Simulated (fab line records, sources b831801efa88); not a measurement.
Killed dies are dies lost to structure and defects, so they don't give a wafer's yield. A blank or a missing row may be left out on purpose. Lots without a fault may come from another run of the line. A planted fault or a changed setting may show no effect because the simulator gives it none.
Which tool did it? | flow gf180mcu | 11 lots, 33 wafers sampled, at 5 steps of a route of 602

WHAT THE GAUGES READ, wafer by wafer
GF_CONTACT_THK_MEAS_03.
lot  | measured     | on            | CONTACT_CVD_02_THK (nm)
L338 | day 16 04:12 | film_metro-03 | 851 849 866
L339 | day 16 11:46 | film_metro-04 | 848 857 865
L341 | day 17 06:40 | film_metro-02 | 847 862 869
L344 | day 18 06:08 | film_metro-04 | 845 868 859
L349 | day 20 05:49 | film_metro-04 | 859 855 851
L351 | day 20 17:04 | film_metro-03 | 864 844 867
L353 | day 21 15:04 | film_metro-02 | 853 861 880
L354 | day 21 20:44 | film_metro-02 | 851 871 856
L356 | day 22 18:04 | film_metro-03 | 842 851 857
L355 | day 22 20:09 | film_metro-03 | 855 867 859
L357 | day 22 21:04 | film_metro-04 | 861 851 874

GF_CONTACT_RS_MEAS_25: measures by four-point-probe.
lot  | measured     | on            | CONTACT_W_RS (ohm/sq)
L338 | day 17 04:14 | film_metro-02 | 0.381 0.380 0.383
L339 | day 17 12:03 | film_metro-03 | 0.439 0.435 0.436
L341 | day 18 07:00 | film_metro-02 | 0.433 0.386 0.440
L344 | day 19 07:29 | film_metro-02 | 0.388 0.393 0.390
L349 | day 21 07:25 | film_metro-03 | 0.380 0.378 0.381
L351 | day 21 18:08 | film_metro-04 | 0.387 0.380 0.381
L353 | day 22 15:50 | film_metro-04 | 0.392 0.389 0.386
L354 | day 22 21:20 | film_metro-02 | 0.384 0.382 0.385
L356 | day 23 17:38 | film_metro-02 | 0.381 0.383 0.379
L355 | day 23 20:02 | film_metro-02 | 0.384 0.384 0.382
L357 | day 23 20:55 | film_metro-04 | 0.390 0.391 0.390

GF_CONTACT_THK_MEAS_26: measures by xrf.
lot  | measured     | on            | CONTACT_W_THK (nm)
L338 | day 17 04:21 | film_metro-02 | 300 301 297
L339 | day 17 12:10 | film_metro-03 | 266 270 269
L341 | day 18 07:07 | film_metro-02 | 267 298 263
L344 | day 19 07:37 | film_metro-02 | 296 292 295
L349 | day 21 07:32 | film_metro-03 | 304 306 305
L351 | day 21 18:16 | film_metro-04 | 303 306 306
L353 | day 22 15:56 | film_metro-04 | 302 303 307
L354 | day 22 21:26 | film_metro-02 | 300 301 298
L356 | day 23 17:46 | film_metro-02 | 303 300 304
L355 | day 23 20:09 | film_metro-02 | 300 299 298
L357 | day 23 21:02 | film_metro-04 | 297 296 297

WHICH TOOL RAN EACH LOT (tool, then ch and the chambers of the sampled wafers, then the start)
lot  | GF_CONTACT_CMP_04             | GF_CONTACT_CVD_24
L338 | cmp-02 ch 2,3, day 16 04:16   | cvd_w-01 ch 0,1, day 17 04:08
L339 | cmp-01 ch 1,2,3, day 16 11:49 | cvd_w-01 ch 0, day 17 11:56
L341 | cmp-02 ch 0,3, day 17 06:46   | cvd_w-01 ch 0,1, day 18 06:53
L344 | cmp-02 ch 0,2,3, day 18 06:11 | cvd_w-02 ch 0,1, day 19 07:23
L349 | cmp-01 ch 0,1,3, day 20 05:55 | cvd_w-01 ch 0,1, day 21 07:19
L351 | cmp-02 ch 0,1,3, day 20 17:07 | cvd_w-02 ch 0,1, day 21 18:02
L353 | cmp-02 ch 0,2,3, day 21 15:07 | cvd_w-02 ch 0,1, day 22 15:44
L354 | cmp-02 ch 1,2, day 21 20:46   | cvd_w-01 ch 0,1, day 22 21:14
L356 | cmp-01 ch 0,1,3, day 22 18:11 | cvd_w-01 ch 0,1, day 23 17:32
L355 | cmp-02 ch 2,3, day 22 20:16   | cvd_w-01 ch 0,1, day 23 19:56
L357 | cmp-01 ch 1,2,3, day 22 21:07 | cvd_w-01 ch 0,1, day 23 20:49
- GF_CONTACT_CMP_04: polishes SiO2.
- GF_CONTACT_CVD_24: deposits W, target thk 300 nm, time 90.339 s.

WHAT THE TOOLS THEMSELVES READ (means of the sampled wafers that have a number; where no wafer has one, the mark that the record gives instead)
GF_CONTACT_CMP_04.
lot  | tool   | motor_current_A (A) | retaining_ring_pressure_frac | time_to_endpoint_s (s)
L338 | cmp-02 | 11.8                | 0.998                        | 104
L339 | cmp-01 | 12.6                | 1.004                        | 114
L341 | cmp-02 | 11.4                | 0.999                        | 112
L344 | cmp-02 | 11.2                | 1.002                        | 113
L349 | cmp-01 | 12.8                | 1.001                        | 108
L351 | cmp-02 | 12.1                | 0.999                        | 112
L353 | cmp-02 | 10.5                | 0.999                        | 110
L354 | cmp-02 | 11.8                | 0.998                        | 110
L356 | cmp-01 | 12.5                | 0.998                        | 106
L355 | cmp-02 | 11.7                | 1.002                        | 114
L357 | cmp-01 | 12.5                | 1.002                        | 111

GF_CONTACT_CVD_24.
lot  | tool     | chamber_pressure_Torr (Torr) | heater_power_w (W) | susceptor_temp_C (C)
L338 | cvd_w-01 | 40.09                        | 915                | 400.02
L339 | cvd_w-01 | 39.98                        | 980                | 392.92
L341 | cvd_w-01 | 39.91                        | 936                | 395.12
L344 | cvd_w-02 | 40.07                        | 808                | 399.95
L349 | cvd_w-01 | 39.90                        | 934                | 400.01
L351 | cvd_w-02 | 40.04                        | 841                | 399.52
L353 | cvd_w-02 | 39.99                        | 816                | 399.96
L354 | cvd_w-01 | 39.87                        | 929                | 399.74
L356 | cvd_w-01 | 40.06                        | 930                | 399.87
L355 | cvd_w-01 | 40.00                        | 975                | 400.02
L357 | cvd_w-01 | 40.02                        | 933                | 400.08

THE ANSWER, worked out from the rows above alone
Rule: what is usual is taken from the lots themselves. Put in order of their means at a reading, lots are off if they are a third of the lots or fewer, leave a main group of 4 or more, and stand apart from it by a gap of 3 or more times the standard deviation of the main group's means; of several such gaps the widest counts. A main group whose means are all the same, to the digits that the tables above print for the reading, isn't used. A lot without any number at a reading at which 4 lots or more have one is off too. The other lots that the step has rows for count as sound. The gauges are gone through in route order, then the tools' own readings, and for those a lot's mean is taken as printed above. The first step at which some lot is off is used, and at that step the reading that is off furthest; a lot without a number counts as furthest.
Off: L339, L341, at GF_CONTACT_RS_MEAS_25 (CONTACT_W_RS). The main group: mean 0.385 ohm/sq, standard deviation 0.0039.
A tool fits if, at a process step before that reading, it ran every lot that is off, and no sound lot after the first of them. The gauges at GF_CONTACT_RS_MEAS_25 aren't tried: what is off there is off at GF_CONTACT_CVD_24 too, on other tools, and a gauge's error can't cause that. None of those tried fits.

WHAT THE SIMULATOR HAD PUT IN
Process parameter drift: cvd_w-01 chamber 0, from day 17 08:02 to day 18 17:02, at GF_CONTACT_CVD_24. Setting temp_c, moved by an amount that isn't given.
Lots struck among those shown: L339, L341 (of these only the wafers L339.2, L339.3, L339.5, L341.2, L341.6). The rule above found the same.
